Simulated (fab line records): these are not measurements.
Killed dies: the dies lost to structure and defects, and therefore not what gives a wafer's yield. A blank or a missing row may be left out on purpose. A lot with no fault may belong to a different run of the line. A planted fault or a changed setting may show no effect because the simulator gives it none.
A lot that was struck, set against a sound lot    flow sky130    15 out of 708 route steps
Sound: wafers L638.2, L638.3, L638.5. The struck wafers were L652.1, L652.3, L652.6. At the end, the cause is stated.
Per side, at each step with rows, come the tool, then ch with its chambers, and then its first start. Under that, the readings that differ: sound wafers    struck wafers    difference of the means    sigmas: that difference in standard deviations of wafers without a fault.
alike: same words and numbers on both sides, and readings whose means sit less than 2 such deviations apart. not compared: any withheld reading, any reading some wafer has no value for, any bound like >300 that may hide the same value, and any number with overlapping values for which the record gives no deviation.
The two part at a step that has a row with sigmas, a row that says differs or no value, or rows on one side only. Numbers that don't overlap but have no deviation are shown without sigmas and don't part them. A reading missing from all wafers of one side parts the sides only when that side holds two or more wafers.

first, 6 steps without rows for these wafers: SKY_POLY_CUT_COAT_02 (resist thk 60 nm); SKY_POLY_CUT_COAT_03 (resist thk 450 nm); SKY_POLY_CUT_SOFTBAKE_04 (time 90 s); SKY_POLY_CUT_EXPOSE_05 (exposes mask NPCM, target cd 270 nm); SKY_POLY_CUT_PEB_06; SKY_POLY_CUT_DEVELOP_07 (develop time 60 s).
SKY_POLY_CUT_CD_MEAS_08: target cd 270 nm.
  sound: cd-sem-02 at day 27 14:05; struck: cd-sem-01 at day 31 18:10
  alike: cd-nm
SKY_POLY_CUT_OVL_MEAS_09:
  sound: overlay-02 at day 27 14:11; struck: overlay-02 at day 31 18:17
  alike: POLY_CUT_OVL
SKY_POLY_CUT_ETCH_10: etches BARC in N2/H2, stops on SiO2, time 45.9 s, target depth 60 nm.
  sound on rie-diel-04 ch 0,2, day 27 14:13; struck on rie-diel-04 ch 0,2,3, day 31 18:19
  alike: drypump-motor-current-A, oes-product-au, throttle-valve-pct
  not compared: rf-hours-counter-h
SKY_POLY_CUT_ETCH_11: etches Si3N4 in CF4/CH2F2/Ar, stops on poly-Si, time 42.5 s, target depth 60 nm.
  sound on rie-diel-04 ch 0,2, day 27 14:16; struck on rie-diel-04 ch 0,2,3, day 31 18:22
  alike: drypump-motor-current-A, oes-product-au, throttle-valve-pct
  not compared: rf-hours-counter-h
SKY_POLY_CUT_STRIP_12: strips in O2/N2.
  sound on plasma-asher-02 ch 0, day 27 14:18; struck on plasma-asher-02 ch 0,1, day 31 18:24
  alike: drypump-motor-current-A, oes-product-au, strip-time-to-endpoint-s
  not compared: rf-hours-counter-h
then, 1 step without rows for these wafers: SKY_SD_P_DEHYDRATE_00 (time 60 s).
SKY_SD_P_HMDS_01: prime time 60 s.
  sound on litho-track-02 ch 0, day 28 04:26; struck on litho-track-01 ch 0, day 32 07:52
reading           sound                 struck                difference  sigmas
prime-temp-c (C)  119.83 119.90 119.91  121.31 121.43 121.42  +1.51       +13
  alike: exhaust-pa
then, 1 step without rows for these wafers: SKY_SD_P_COAT_02 (resist thk 1140 nm).
-- the record jumps here: 18 days lie between the struck wafers' starts before and after (it left off in module SD_P and takes up again in module PAD_OPEN, whose first step shown is number 708 of the route) --
SKY_PAD_OPEN_PROBE_99:
  sound: prober-02 at day 48 00:31; struck: prober-02 at day 50 15:32
  alike: killed_at_M0_to_M3, killed_at_M4_up, killed-at-contacts, killed-at-front-end, killed-at-other, killed-dies, killed-open, killed-short

WHERE THEY PART
At SKY_SD_P_HMDS_01 and nowhere else, as far as this record goes. Later steps at which nothing parts them and some readings are alike: SKY_PAD_OPEN_PROBE_99.

WHY: whatever the simulator had introduced
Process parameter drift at SKY_SD_P_HMDS_01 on litho-track-01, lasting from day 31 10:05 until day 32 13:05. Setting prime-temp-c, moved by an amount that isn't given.
